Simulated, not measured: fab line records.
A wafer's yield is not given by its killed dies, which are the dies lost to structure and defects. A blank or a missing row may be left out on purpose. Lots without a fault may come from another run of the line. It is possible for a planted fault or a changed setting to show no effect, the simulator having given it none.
fab line records ; flow sky130
record: lots: 5; wafers: 14; last_day: 50
route steps=708 shown VIA2@525 METAL3@532 CAPM@537 PAD_OPEN@708
lots that met no fault: from a run of the same line without faults
start_h: hours from the record's first day to the start of the lot's first wafer shown ; wait_h: hours since the lot's step before ; " as in the row above ; L1.1+2: several wafers, shown together as one row ; - no value present, or no start provided ; * or withheld: withheld ; < > ~ a bound
route shown NAME@n: NAME is a module with steps in the file, n the number in the route of the first one ; usual: average and standard deviation across the fault-free wafers ; same: alike in all rows ; chamber/n: place in a boat ; sites: per-site readings ; _std_site: the standard deviation of these ; _edge_site: mean of outer sites minus mean of inner sites ; radius_mm: for every site, how far away it sits from the centre of the wafer ; mask NAME#n: copy n ; behind: the most recent tool/chamber to have shaped the wafer ; hold: why the lot went on hold/how many hours it stayed there/how the hold came to an end ; device: names the non-switching transistor (n, p or np) ; end of line: tests run on the same wafers once the route is complete ; a step without rows: its recipe alone ; killed: the dies lost at the first sort to structure and to defects; this is not the yield of the wafer ; map: shows each die of a wafer: x if killed, . if not, _ if none is there
set.NAME: the setting the step ran with; set.NAME@STEP: the setting that earlier step ran with ; model.NAME: the simulator's own value behind a step, which no gauge read
lots at some steps of the route; a table a step, a row a wafer
services: the hour from which a tool's chamber was out of use, counted from the record's first day as start_h (under 0 if before that day), plus the number of hours and why
== steps ==
step: SKY_VIA2_CLEAN_18
recipe: chemistry: IPA; time_s: 180; temp_c: 25
step: SKY_VIA2_CLEAN_19
recipe: chemistry: O3/DIW; dry: n2_spin
step: SKY_VIA2_SPUTTER_20
recipe: material: TiN; target_thk_nm: 20; chamber_pressure_pa: 5; power_w: 4000; time_s: 80
usual: cathode_dc_power_W: 4000.0/0.78; throttle_valve_pct: 30.4/0.92
lot.wafer;tool;chamber;start_h;wait_h;cathode_dc_power_W;throttle_valve_pct
L640.2;pvd_sputter-03;-;903.76;0.0;3999.0;30.4
L640.3;pvd_sputter-03;-;903.76;0.0;3999.8;30.5
L640.6;pvd_sputter-03;-;903.76;0.0;3999.7;29.4
L639.2;pvd_sputter-01;-;913.20;0.0;3999.4;28.8
L639.3;pvd_sputter-01;-;913.20;0.0;4000.7;30.1
L639.6;pvd_sputter-01;-;913.20;0.0;4000.8;29.0
L645.1;pvd_sputter-03;-;963.86;0.0;4000.7;30.4
L645.2;pvd_sputter-03;-;963.86;0.0;4001.0;31.0
L654.2;pvd_sputter-02;-;984.80;0.0;4000.0;29.9
L654.3;pvd_sputter-02;-;984.80;0.0;3998.7;30.6
L654.6;pvd_sputter-02;-;984.80;0.0;4000.1;31.4
L656.2;pvd_sputter-02;-;1002.40;0.0;3999.7;31.4
L656.4;pvd_sputter-02;-;1002.40;0.0;4000.4;30.8
L656.6;pvd_sputter-02;-;1002.40;0.0;4000.8;29.8
step: SKY_VIA2_CVD_21
recipe: material: W; target_thk_nm: 420; time_s: 126.4; temp_c: 400; pressure_torr: 40
step: SKY_VIA2_RS_MEAS_22
recipe: thk_meas_gauge: four-point-probe; reads: W_of_VIA2_CVD_21+TiN_of_VIA2_SPUTTER_20
usual: VIA2_W_RS: 0.272/0.003
lot.wafer;tool;chamber;start_h;wait_h;VIA2_W_RS[ohm/sq]
L640.2;film_metro-01;-;903.97;0.1;0.272
L640.3;film_metro-01;-;903.97;0.1;0.265
L640.6;film_metro-01;-;903.97;0.1;0.268
L639.2;film_metro-04;-;913.41;0.1;0.276
L639.3;film_metro-04;-;913.41;0.1;0.277
L639.6;film_metro-04;-;913.41;0.1;0.272
L645.1;film_metro-03;-;964.05;0.1;0.274
L645.2;film_metro-03;-;964.05;0.1;0.270
L654.2;film_metro-04;-;985.01;0.1;0.274
L654.3;film_metro-04;-;985.01;0.1;0.276
L654.6;film_metro-04;-;985.01;0.1;0.270
L656.2;film_metro-03;-;1002.62;0.1;0.267
L656.4;film_metro-03;-;1002.62;0.1;0.270
L656.6;film_metro-03;-;1002.62;0.1;0.267
step: SKY_VIA2_THK_MEAS_23
recipe: thk_meas_gauge: xrf; reads: W_of_VIA2_CVD_21
usual: VIA2_W_THK: 434/6.9
lot.wafer;tool;chamber;start_h;wait_h;VIA2_W_THK[nm]
L640.2;film_metro-01;-;904.08;0.1;433
L640.3;film_metro-01;-;904.08;0.1;448
L640.6;film_metro-01;-;904.08;0.1;435
L639.2;film_metro-04;-;913.52;0.1;426
L639.3;film_metro-04;-;913.52;0.1;424
L639.6;film_metro-04;-;913.52;0.1;432
L645.1;film_metro-03;-;964.17;0.1;432
L645.2;film_metro-03;-;964.17;0.1;435
L654.2;film_metro-04;-;985.12;0.1;423
L654.3;film_metro-04;-;985.12;0.1;421
L654.6;film_metro-04;-;985.12;0.1;431
L656.2;film_metro-03;-;1002.73;0.1;441
L656.4;film_metro-03;-;1002.73;0.1;436
L656.6;film_metro-03;-;1002.73;0.1;441
step: SKY_VIA2_CMP_24
recipe: stop_on: SiO2; t_overpolish_s: 20; down_force_psi: 3.5; platen_rpm: 60; target_thk_nm: 0; pad_velocity_m_s: 0.94248
step: SKY_METAL3_SPUTTER_00
recipe: material: Ti; target_thk_nm: 15; power_w: 3000; time_s: 10; chamber_pressure_pa: 0.4
usual: cathode_dc_power_W: 2999.9/0.52; throttle_valve_pct: 30.4/0.67
lot.wafer;tool;chamber;start_h;wait_h;cathode_dc_power_W;throttle_valve_pct
L640.2;pvd_sputter-04;-;904.43;0.1;3000.7;30.4
L640.3;pvd_sputter-04;-;904.43;0.1;2999.5;30.1
L640.6;pvd_sputter-04;-;904.43;0.1;3000.2;30.3
L639.2;pvd_sputter-03;-;914.02;0.1;2999.5;29.4
L639.3;pvd_sputter-03;-;914.02;0.1;3000.8;30.0
L639.6;pvd_sputter-03;-;914.02;0.1;2999.4;30.2
L645.1;pvd_sputter-03;-;964.53;0.1;3000.6;30.7
L645.2;pvd_sputter-03;-;964.53;0.1;3000.6;30.8
L654.2;pvd_sputter-04;-;985.47;0.1;2998.8;30.3
L654.3;pvd_sputter-04;-;985.47;0.1;2998.6;30.1
L654.6;pvd_sputter-04;-;985.47;0.1;2998.9;30.4
L656.2;pvd_sputter-03;-;1003.12;0.1;2999.2;29.5
L656.4;pvd_sputter-03;-;1003.12;0.1;2999.7;31.1
L656.6;pvd_sputter-03;-;1003.12;0.1;3000.9;29.4
step: SKY_METAL3_SPUTTER_01
recipe: material: TiN; target_thk_nm: 20; power_w: 6500; time_s: 16.7; chamber_pressure_pa: 0.4
usual: cathode_dc_power_W: 6499.9/1.3; throttle_valve_pct: 30.4/0.68
lot.wafer;tool;chamber;start_h;wait_h;cathode_dc_power_W;throttle_valve_pct
L640.2;pvd_sputter-04;-;904.45;0.0;6499.1;30.4
L640.3;pvd_sputter-04;-;904.45;0.0;6501.7;30.2
L640.6;pvd_sputter-04;-;904.45;0.0;6499.8;30.0
L639.2;pvd_sputter-03;-;914.04;0.0;6499.5;29.3
L639.3;pvd_sputter-03;-;914.04;0.0;6501.3;30.2
L639.6;pvd_sputter-03;-;914.04;0.0;6501.2;30.2
L645.1;pvd_sputter-03;-;964.55;0.0;6499.7;30.8
L645.2;pvd_sputter-03;-;964.55;0.0;6500.0;31.0
L654.2;pvd_sputter-04;-;985.49;0.0;6501.5;30.5
L654.3;pvd_sputter-04;-;985.49;0.0;6501.0;30.2
L654.6;pvd_sputter-04;-;985.49;0.0;6499.9;30.3
L656.2;pvd_sputter-03;-;1003.14;0.0;6499.5;29.7
L656.4;pvd_sputter-03;-;1003.14;0.0;6499.9;31.2
L656.6;pvd_sputter-03;-;1003.14;0.0;6500.1;29.4
step: SKY_METAL3_SPUTTER_02
recipe: material: AlCu; target_thk_nm: 735; power_w: 10600; time_s: 39.1; chamber_pressure_pa: 0.4
step: SKY_METAL3_SPUTTER_03
recipe: material: Ti; target_thk_nm: 5; power_w: 3000; time_s: 3.3; chamber_pressure_pa: 0.4
step: SKY_METAL3_SPUTTER_04
recipe: material: TiN; target_thk_nm: 70; power_w: 6500; time_s: 58.3; chamber_pressure_pa: 0.4
step: SKY_CAPM_CVD_00
recipe: material: SiO2; target_thk_nm: 15.5; temp_c: 400; time_s: withheld; rf_w: 450
usual: heater_power_w: 720/74
lot.wafer;tool;chamber;start_h;wait_h;heater_power_w;model.SiO2_of_CAPM_CVD_00.thk_nm
L640.2;pecvd-04;0;904.58;0.0;771;15.27
L640.3;pecvd-04;2;904.58;0.0;736;15.34
L640.6;pecvd-04;2;904.58;0.0;708;15.68
L639.2;pecvd-03;0;914.18;0.0;755;15.18
L639.3;pecvd-03;2;914.18;0.0;857;15.45
L639.6;pecvd-03;0;914.18;0.0;748;15.49
L645.1;pecvd-04;2;964.68;0.0;680;22.49
L645.2;pecvd-04;0;964.68;0.0;723;15.55
L654.2;pecvd-03;0;985.63;0.0;753;15.15
L654.3;pecvd-03;1;985.63;0.0;636;15.33
L654.6;pecvd-03;2;985.63;0.0;800;15.54
L656.2;pecvd-01;1;1003.27;0.0;569;15.51
L656.4;pecvd-01;0;1003.27;0.0;757;15.71
L656.6;pecvd-01;1;1003.27;0.0;566;15.74
step: SKY_CAPM_THK_MEAS_01
recipe: reads: SiO2_of_CAPM_CVD_00
usual: CAPM_CVD_00_THK: 15.51/0.19
lot.wafer;tool;chamber;start_h;wait_h;CAPM_CVD_00_THK[nm]
L640.2;film_metro-04;-;904.61;-;15.28
L640.3;film_metro-04;-;904.61;-;15.31
L640.6;film_metro-04;-;904.61;-;15.65
L639.2;film_metro-02;-;914.21;-;15.18
L639.3;film_metro-02;-;914.21;-;15.43
L639.6;film_metro-02;-;914.21;-;15.49
L645.1;film_metro-03;-;964.76;-;22.50
L645.2;film_metro-03;-;964.76;-;15.53
L654.2;film_metro-02;-;985.66;-;15.17
L654.3;film_metro-02;-;985.66;-;15.33
L654.6;film_metro-02;-;985.66;-;15.51
L656.2;film_metro-03;-;1003.30;-;15.47
L656.4;film_metro-03;-;1003.30;-;15.71
L656.6;film_metro-03;-;1003.30;-;15.72
step: SKY_CAPM_SPUTTER_02
recipe: material: TiN; target_thk_nm: 200; temp_c: 300; power_w: 6500; time_s: 166.7; chamber_pressure_pa: 0.4
usual: cathode_dc_power_W: 6500.0/1.3; substrate_temp_c: 300.02/0.18; throttle_valve_pct: 29.8/0.62
lot.wafer;tool;chamber;start_h;wait_h;cathode_dc_power_W;substrate_temp_c;throttle_valve_pct
L640.2;pvd_sputter-01;-;904.66;0.0;6501.7;300.05;28.6
L640.3;pvd_sputter-01;-;904.66;0.0;6498.9;299.73;30.1
L640.6;pvd_sputter-01;-;904.66;0.0;6498.3;300.29;30.1
L639.2;pvd_sputter-04;-;914.26;0.0;6497.6;300.44;30.4
L639.3;pvd_sputter-04;-;914.26;0.0;6500.4;300.25;30.4
L639.6;pvd_sputter-04;-;914.26;0.0;6500.4;299.78;30.3
L645.1;pvd_sputter-01;-;964.82;0.1;6497.3;299.87;30.0
L645.2;pvd_sputter-01;-;964.82;0.1;6498.6;300.30;28.8
L654.2;pvd_sputter-01;-;985.71;0.0;6499.6;299.78;28.8
L654.3;pvd_sputter-01;-;985.71;0.0;6501.3;299.77;29.1
L654.6;pvd_sputter-01;-;985.71;0.0;6501.6;299.95;30.2
L656.2;pvd_sputter-01;-;1003.35;0.0;6500.7;300.11;30.0
L656.4;pvd_sputter-01;-;1003.35;0.0;6499.6;299.97;29.9
L656.6;pvd_sputter-01;-;1003.35;0.0;6498.1;300.01;30.2
step: SKY_CAPM_RS_MEAS_03
recipe: thk_meas_gauge: four-point-probe; reads: TiN_of_CAPM_SPUTTER_02
usual: CAPM_TIN_RS: 6.89/0.063
lot.wafer;tool;chamber;start_h;wait_h;CAPM_TIN_RS[ohm/sq]
L640.2;film_metro-03;-;904.79;0.1;6.86
L640.3;film_metro-03;-;904.79;0.1;6.79
L640.6;film_metro-03;-;904.79;0.1;6.81
L639.2;film_metro-03;-;914.39;0.1;7.03
L639.3;film_metro-03;-;914.39;0.1;7.01
L639.6;film_metro-03;-;914.39;0.1;6.99
L645.1;film_metro-03;-;964.93;0.1;6.78
L645.2;film_metro-03;-;964.93;0.1;6.76
L654.2;film_metro-03;-;985.84;0.1;6.83
L654.3;film_metro-03;-;985.84;0.1;6.90
L654.6;film_metro-03;-;985.84;0.1;6.78
L656.2;film_metro-02;-;1003.48;0.1;6.80
L656.4;film_metro-02;-;1003.48;0.1;6.79
L656.6;film_metro-02;-;1003.48;0.1;6.82
step: SKY_CAPM_THK_MEAS_04
recipe: thk_meas_gauge: xrf; reads: TiN_of_CAPM_SPUTTER_02
usual: CAPM_TIN_THK: 202.3/2
lot.wafer;tool;chamber;start_h;wait_h;CAPM_TIN_THK[nm]
L640.2;film_metro-03;-;904.90;0.1;202.1
L640.3;film_metro-03;-;904.90;0.1;204.5
L640.6;film_metro-03;-;904.90;0.1;203.3
L639.2;film_metro-03;-;914.50;0.1;198.1
L639.3;film_metro-03;-;914.50;0.1;199.0
L639.6;film_metro-03;-;914.50;0.1;199.4
L645.1;film_metro-03;-;965.05;0.1;204.0
L645.2;film_metro-03;-;965.05;0.1;205.7
L654.2;film_metro-03;-;985.95;0.1;204.4
L654.3;film_metro-03;-;985.95;0.1;201.5
L654.6;film_metro-03;-;985.95;0.1;204.8
L656.2;film_metro-02;-;1003.59;0.1;206.5
L656.4;film_metro-02;-;1003.59;0.1;204.9
L656.6;film_metro-02;-;1003.59;0.1;205.7
step: SKY_CAPM_DEHYDRATE_05
recipe: temp_c: 200; time_s: 60
step: SKY_CAPM_HMDS_06
recipe: prime_time_s: 60; prime_temp_c: 120
step: SKY_CAPM_COAT_07
recipe: resist: NOVOLAK; spin_rpm: 3000; resist_thk_nm: 1140
step: SKY_CAPM_SOFTBAKE_08
recipe: temp_c: 90; time_s: 60; resist: NOVOLAK
step: SKY_CAPM_EXPOSE_09
recipe: mask_id: CAPM; na: 0.6; source_shape: conventional; sigma_outer: 0.6; polarization: unpolarized; target_cd_nm: 1000; dose_mj: 159
step: SKY_CAPM_PEB_10
recipe: temp_c: withheld; time_s: *; resist: NOVOLAK
step: SKY_CAPM_DEVELOP_11
recipe: resist: NOVOLAK; developer: TMAH; develop_time_s: 60; dev_temp_c: 23
step: SKY_CAPM_OVL_MEAS_12
usual: CAPM_OVL: -0.1/1.2
lot.wafer;tool;chamber;start_h;wait_h;CAPM_OVL[nm]
L640.2;overlay-02;-;929.16;0.1;1.3
L640.3;overlay-02;-;929.16;0.1;0.4
L640.6;overlay-02;-;929.16;0.1;1.4
L639.2;overlay-01;-;938.91;0.1;0.5
L639.3;overlay-01;-;938.91;0.1;1.1
L639.6;overlay-01;-;938.91;0.1;0.9
L645.1;overlay-01;-;987.55;0.1;0.3
L645.2;overlay-01;-;987.55;0.1;-2.2
L654.2;overlay-02;-;1008.41;0.1;-0.5
L654.3;overlay-02;-;1008.41;0.1;-0.9
L654.6;overlay-02;-;1008.41;0.1;-1.4
L656.2;overlay-01;-;1025.16;0.1;0.6
L656.4;overlay-01;-;1025.16;0.1;0.7
L656.6;overlay-01;-;1025.16;0.1;-0.2
step: SKY_CAPM_METAL_ETCH_13
recipe: target_depth_nm: 220; stop_on: SiO2; chemistry: Cl2/BCl3; target: TiN; pressure_mtorr: 10; icp_w: 900; bias_w: 48.5; Cl2_flow_sccm: 60; bcl3_flow_sccm: 30; time_s: 62.9
step: SKY_CAPM_STRIP_14
recipe: chemistry: O2/N2; power_w: 1400; pressure_mtorr: 1500; platen_temp_c: withheld; o2_flow_sccm: 3000; n2_flow_sccm: 300; overash_fraction: 0.5
step: SKY_CAPM_STRIP_15
recipe: chemistry: post_etch_residue_remover; time_s: 1200; temp_c: 72.5
step: SKY_CAPM_CLEAN_16
recipe: chemistry: IPA; time_s: 180; temp_c: 25
step: SKY_CAPM_CLEAN_17
recipe: chemistry: O3/DIW; dry: n2_spin
step: SKY_METAL3_DEHYDRATE_05
recipe: temp_c: 200; time_s: 60
step: SKY_METAL3_HMDS_06
recipe: prime_time_s: 60; prime_temp_c: 120
step: SKY_METAL3_COAT_07
recipe: resist: BARC; temp_c: withheld; time_s: withheld; spin_rpm: 3000; resist_thk_nm: 60
step: SKY_METAL3_COAT_08
recipe: resist: KrF-thick; spin_rpm: 3000; resist_thk_nm: 1140
step: SKY_METAL3_SOFTBAKE_09
recipe: temp_c: 100; time_s: 90; resist: KrF-thick
step: SKY_METAL3_EXPOSE_10
recipe: mask_id: MM3; na: 0.68; source_shape: annular; sigma_inner: 0.4; sigma_outer: 0.8; target_cd_nm: 300; dose_mj: 28
step: SKY_METAL3_PEB_11
recipe: peb_temp_c: withheld; peb_time_s: withheld; resist: KrF-thick
step: SKY_METAL3_DEVELOP_12
recipe: develop_time_s: 60; resist: KrF-thick; dev_temp_c: 21
step: SKY_METAL3_CD_MEAS_13
recipe: target_cd_nm: 300
usual: cd_nm: 300.2/1.4
lot.wafer;tool;chamber;start_h;wait_h;cd_nm
L640.2;cd_sem-01;-;953.82;-;296.5
L640.3;cd_sem-01;-;953.82;-;298.6
L640.6;cd_sem-01;-;953.82;-;297.4
L639.2;cd_sem-02;-;963.46;-;299.5
L639.3;cd_sem-02;-;963.46;-;299.3
L639.6;cd_sem-02;-;963.46;-;299.3
L645.1;cd_sem-02;-;1010.90;-;300.9
L645.2;cd_sem-02;-;1010.90;-;301.0
L654.2;cd_sem-01;-;1031.47;-;301.2
L654.3;cd_sem-01;-;1031.47;-;299.8
L654.6;cd_sem-01;-;1031.47;-;300.5
L656.2;cd_sem-02;-;1049.02;-;300.2
L656.4;cd_sem-02;-;1049.02;-;300.6
L656.6;cd_sem-02;-;1049.02;-;299.2
step: SKY_METAL3_OVL_MEAS_14
usual: METAL3_OVL: 0/5.2
lot.wafer;tool;chamber;start_h;wait_h;METAL3_OVL[nm]
L640.2;overlay-02;-;953.93;0.1;-8
L640.3;overlay-02;-;953.93;0.1;-5
L640.6;overlay-02;-;953.93;0.1;-5
L639.2;overlay-02;-;963.57;0.1;0
L639.3;overlay-02;-;963.57;0.1;1
L639.6;overlay-02;-;963.57;0.1;0
L645.1;overlay-02;-;1011.02;0.1;2
L645.2;overlay-02;-;1011.02;0.1;1
L654.2;overlay-02;-;1031.57;0.1;1
L654.3;overlay-02;-;1031.57;0.1;4
L654.6;overlay-02;-;1031.57;0.1;3
L656.2;overlay-01;-;1049.12;0.1;10
L656.4;overlay-01;-;1049.12;0.1;10
L656.6;overlay-01;-;1049.12;0.1;10
step: SKY_METAL3_DESCUM_15
recipe: chemistry: O2; source_power_w: 150; bias_power_w: 0; pressure_mtorr: 10; temp_c: 40; time_s: 8
step: SKY_METAL3_ETCH_16
recipe: chemistry: N2/H2; target: BARC; ion_energy_ev: 200; bias_w: 100; pressure_mtorr: 30; n2_flow_sccm: 100; h2_flow_sccm: 200; icp_w: 500; stop_on: SiO2; time_s: 88.2; target_depth_a: 600
usual: drypump_motor_current_A: 5.90/0.26; oes_product_au: 0.625/0.0043; throttle_valve_pct: 13.205/0.0095
lot.wafer;tool;chamber;start_h;wait_h;drypump_motor_current_A;oes_product_au;rf_hours_counter_h;throttle_valve_pct
L640.2;rie_metal-02;1;953.99;0.0;5.65;0.623;3.1;13.194
L640.3;rie_metal-02;0;953.99;0.0;6.14;0.615;-;13.215
L640.6;rie_metal-02;0;953.99;0.0;6.15;0.627;-;13.198
L639.2;rie_metal-04;0;963.63;0.0;5.73;0.628;1.8;13.217
L639.3;rie_metal-04;1;963.63;0.0;5.79;0.628;-;13.186
L639.6;rie_metal-04;0;963.63;0.0;5.74;0.630;-;13.204
L645.1;rie_metal-04;1;1011.09;0.0;5.79;0.634;9.2;13.211
L645.2;rie_metal-04;0;1011.09;0.0;5.75;0.628;4.3;13.201
L654.2;rie_metal-02;1;1031.64;0.0;5.69;0.627;7.8;13.220
L654.3;rie_metal-02;0;1031.64;0.0;6.15;0.622;-;13.187
L654.6;rie_metal-02;0;1031.64;0.0;6.16;0.625;-;13.209
L656.2;rie_metal-03;0;1049.19;0.0;5.87;0.621;10.6;13.189
L656.4;rie_metal-03;0;1049.19;0.0;5.87;0.628;-;13.211
L656.6;rie_metal-03;0;1049.19;0.0;5.87;0.623;-;13.207
step: SKY_METAL3_ETCH_17
recipe: target: SiO2; stop_on: TiN; chemistry: C4F8/O2/Ar; source_w: 1500; bias_w: 1200; pressure_mtorr: 40; c4f8_flow_sccm: withheld; O2_flow_sccm: 6; Ar_flow_sccm: 300; time_s: 3.9; target_depth_a: 150
usual: oes_product_au: 0.755/0.0065
lot.wafer;tool;chamber;start_h;wait_h;oes_product_au;rf_hours_counter_h;model.etch.depth_nm
L640.2;rie_diel-02;2;954.09;0.1;0.752;7;15.27
L640.3;rie_diel-02;0;954.09;0.1;0.750;9;15.34
L640.6;rie_diel-02;2;954.09;0.1;0.757;-;15.68
L639.2;rie_diel-01;3;963.73;0.1;0.746;13;15.18
L639.3;rie_diel-01;1;963.73;0.1;0.762;11;15.45
L639.6;rie_diel-01;3;963.73;0.1;0.754;-;15.49
L645.1;rie_diel-03;1;1011.19;0.1;0.926;10;22.49
L645.2;rie_diel-03;3;1011.19;0.1;0.753;4;15.55
L654.2;rie_diel-03;1;1031.73;0.1;0.736;11;15.15
L654.3;rie_diel-03;0;1031.73;0.1;0.750;10;15.33
L654.6;rie_diel-03;1;1031.73;0.1;0.760;-;15.54
L656.2;rie_diel-02;1;1049.28;0.1;0.758;12;15.51
L656.4;rie_diel-02;0;1049.28;0.1;0.762;12;15.71
L656.6;rie_diel-02;3;1049.28;0.1;0.768;-;15.74
step: SKY_PAD_OPEN_PROBE_99
lot.wafer;tool;chamber;start_h;wait_h;model.etest.cap_mim.bv_v;model.etest.cap_mim.leak_log10_a_cm2;model.etest.cap_mim.c_ff_um2
L640.2;prober-01;-;1118.42;0.1;13.81;-8.908;2.38
L640.3;prober-01;-;1118.47;0.2;13.68;-8.831;2.359
L640.6;prober-01;-;1118.62;0.2;13.86;-8.924;2.337
L639.2;prober-02;-;1126.46;0.1;13.39;-8.777;2.408
L639.3;prober-02;-;1126.51;0.2;13.52;-8.732;2.356
L639.6;prober-02;-;1126.66;0.2;13.53;-8.805;2.338
L645.1;prober-02;-;1165.02;0.1;20.61;-10.25;1.618
L645.2;prober-02;-;1165.07;0.1;13.69;-8.909;2.337
L654.2;prober-02;-;1183.17;0.1;13.2;-8.966;2.411
L654.3;prober-02;-;1183.22;0.2;14.01;-9.126;2.352
L654.6;prober-02;-;1183.37;0.2;14.12;-8.865;2.334
L656.2;prober-02;-;1195.82;0.1;13.7;-9.137;2.348
L656.4;prober-02;-;1195.92;0.2;13.89;-9.016;2.307
L656.6;prober-02;-;1196.02;0.2;13.63;-9.018;2.323
killed by level:class
L640.2 VIA1:geometric_particle:open=13 METAL3:geometric_particle:short=8 METAL1:geometric_particle:short=7 FIELD_ISO:geometric_particle:short=5 LI_CONTACT:geometric_particle:open=5 CONTACT:geometric_particle:open=5 VIA1:geometric_particle:short=5 METAL2:geometric_particle:short=5
L640.3 VIA1:geometric_particle:open=11 LI_CONTACT:geometric_particle:open=7 VIA2:geometric_particle:open=6 VIA3:geometric_particle:open=5 CONTACT:geometric_particle:open=5 METAL1:geometric_particle:short=5 FIELD_ISO:geometric_particle:short=4 VIA1:geometric_particle:short=4
L640.6 LI_CONTACT:geometric_particle:open=10 VIA1:geometric_particle:open=9 CONTACT:geometric_particle:open=8 VIA2:geometric_particle:open=7 METAL2:geometric_particle:short=7 VIA1:geometric_particle:short=6 VIA3:geometric_particle:open=6 LOCAL_INTERCONNECT:geometric_particle:short=5
L639.2 CONTACT:geometric_particle:open=18 VIA1:geometric_particle:open=14 VIA2:geometric_particle:open=6 LI_CONTACT:geometric_particle:open=6 POLY_GATE:geometric_particle:open=5 FIELD_ISO:geometric_particle:short=4 FIELD_ISO:geometric_particle:open=4 POLY_GATE:geometric_particle:short=4
L639.3 VIA1:geometric_particle:open=17 CONTACT:geometric_particle:open=11 METAL1:geometric_particle:short=11 LI_CONTACT:geometric_particle:open=9 CONTACT:geometric_particle:short=7 POLY_GATE:geometric_particle:short=6 METAL2:geometric_particle:short=6 VIA2:geometric_particle:open=5
L639.6 VIA1:geometric_particle:open=10 METAL1:geometric_particle:short=10 FIELD_ISO:geometric_particle:short=7 POLY_GATE:geometric_particle:short=6 LI_CONTACT:geometric_particle:open=6 CONTACT:geometric_particle:open=6 METAL2:geometric_particle:short=6 VIA2:geometric_particle:open=5
L654.2 LI_CONTACT:geometric_particle:open=8 POLY_GATE:geometric_particle:short=7 CONTACT:geometric_particle:open=7 FIELD_ISO:geometric_particle:short=6 VIA1:geometric_particle:open=6 VIA3:geometric_particle:open=6 METAL2:geometric_particle:short=5 LOCAL_INTERCONNECT:geometric_particle:short=4
L654.3 CONTACT:geometric_particle:open=10 CONTACT:geometric_particle:short=8 METAL1:geometric_particle:short=7 LOCAL_INTERCONNECT:geometric_particle:short=7 VIA1:geometric_particle:open=7 POLY_GATE:geometric_particle:open=6 LI_CONTACT:geometric_particle:open=4 VIA3:geometric_particle:open=4
L654.6 VIA1:geometric_particle:open=13 VIA2:geometric_particle:open=8 CONTACT:geometric_particle:open=7 POLY_GATE:geometric_particle:short=6 METAL1:geometric_particle:short=6 LI_CONTACT:geometric_particle:open=6 LOCAL_INTERCONNECT:geometric_particle:short=6 FIELD_ISO:geometric_particle:short=5
L656.2 VIA1:geometric_particle:open=11 CONTACT:geometric_particle:open=9 LI_CONTACT:geometric_particle:open=6 FIELD_ISO:geometric_particle:short=5 FIELD_ISO:geometric_particle:open=5 CONTACT:geometric_particle:short=5 METAL1:geometric_particle:short=5 VIA1:geometric_particle:short=5
L656.4 VIA1:geometric_particle:open=11 VIA3:geometric_particle:open=11 LI_CONTACT:geometric_particle:open=8 VIA2:geometric_particle:open=8 CONTACT:geometric_particle:open=8 FIELD_ISO:geometric_particle:short=5 FIELD_ISO:geometric_particle:open=5 POLY_GATE:geometric_particle:open=4
L656.6 LI_CONTACT:geometric_particle:open=9 VIA1:geometric_particle:open=8 VIA3:geometric_particle:open=8 CONTACT:geometric_particle:open=6 FIELD_ISO:geometric_particle:short=5 LI_CONTACT:geometric_particle:short=5 VIA2:geometric_particle:open=5 FIELD_ISO:geometric_particle:open=4
== services ==
tool;chamber;start_h;hours;kind
rie_metal-02;0;899.43;2.2;repair
pecvd-03;0;918.08;24.8;repair
pvd_sputter-01;-;923.36;0.9;repair
pvd_sputter-02;-;924.80;1.3;repair
rie_diel-03;3;928.05;8.1;repair
rie_metal-04;-;928.42;2.8;pm
rie_diel-03;2;929.55;5.7;repair
rie_diel-02;3;947.82;7.6;repair
pecvd-01;-;951.20;14.6;pm
pecvd-04;0;952.18;7.3;repair
pecvd-04;-;952.31;2.8;pm
rie_diel-01;0;958.66;5.5;repair
rie_metal-02;-;959.38;1.4;pm
rie_diel-02;-;969.47;0.9;repair
rie_diel-02;1;988.83;3.3;repair
pvd_sputter-01;-;989.38;2.5;repair
rie_diel-03;2;997.11;8.1;repair
pvd_sputter-03;3;1005.42;-;consumable_replace:kit
pvd_sputter-03;3;1005.42;18.0;scheduled_down
pvd_sputter-02;-;1006.46;2.3;repair
rie_diel-01;0;1019.76;6.4;repair
pecvd-03;2;1030.09;38.7;repair
rie_metal-04;1;1034.79;9.1;repair
rie_diel-01;0;1045.40;2.2;repair
== key ==
first_sign: step: SKY_CAPM_THK_MEAS_01; reading: CAPM_CVD_00_THK; direction: up; sigmas: 37; usual: 15.51; struck: 22.50
effect: step: SKY_METAL3_ETCH_17; reading: oes_product_au; direction: up; sigmas: 26; usual: 0.755; struck: 0.926
model_effect: step: SKY_CAPM_CVD_00; value: SiO2_of_CAPM_CVD_00.thk_nm; without: 15.48; struck: 22.49
model_effect: step: SKY_METAL3_ETCH_17; value: etch.depth_nm; without: 15.48; struck: 22.49
model_effect: step: SKY_PAD_OPEN_PROBE_99; value: etest.cap_mim.bv_v; without: 14.19; struck: 20.61
met_at SKY_CAPM_CVD_00
struck_wafers L645.1
sort_left_out L645.1
onset_between 904.58 964.68
fault: kind: process_parameter_drift; tool: pecvd-04; chamber: -; onset_h: 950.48; steps: SKY_CAPM_CVD_00; channel: target_thk_nm; offset: 7.06; shape: step; end_h: 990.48; scope: struck_wafers_only; acts_in: these_recipes_only; stated: 15.5
sort_left_out: the simulated sort isn't trusted on such a fault, so these wafers' sort isn't shown, and their yield isn't known
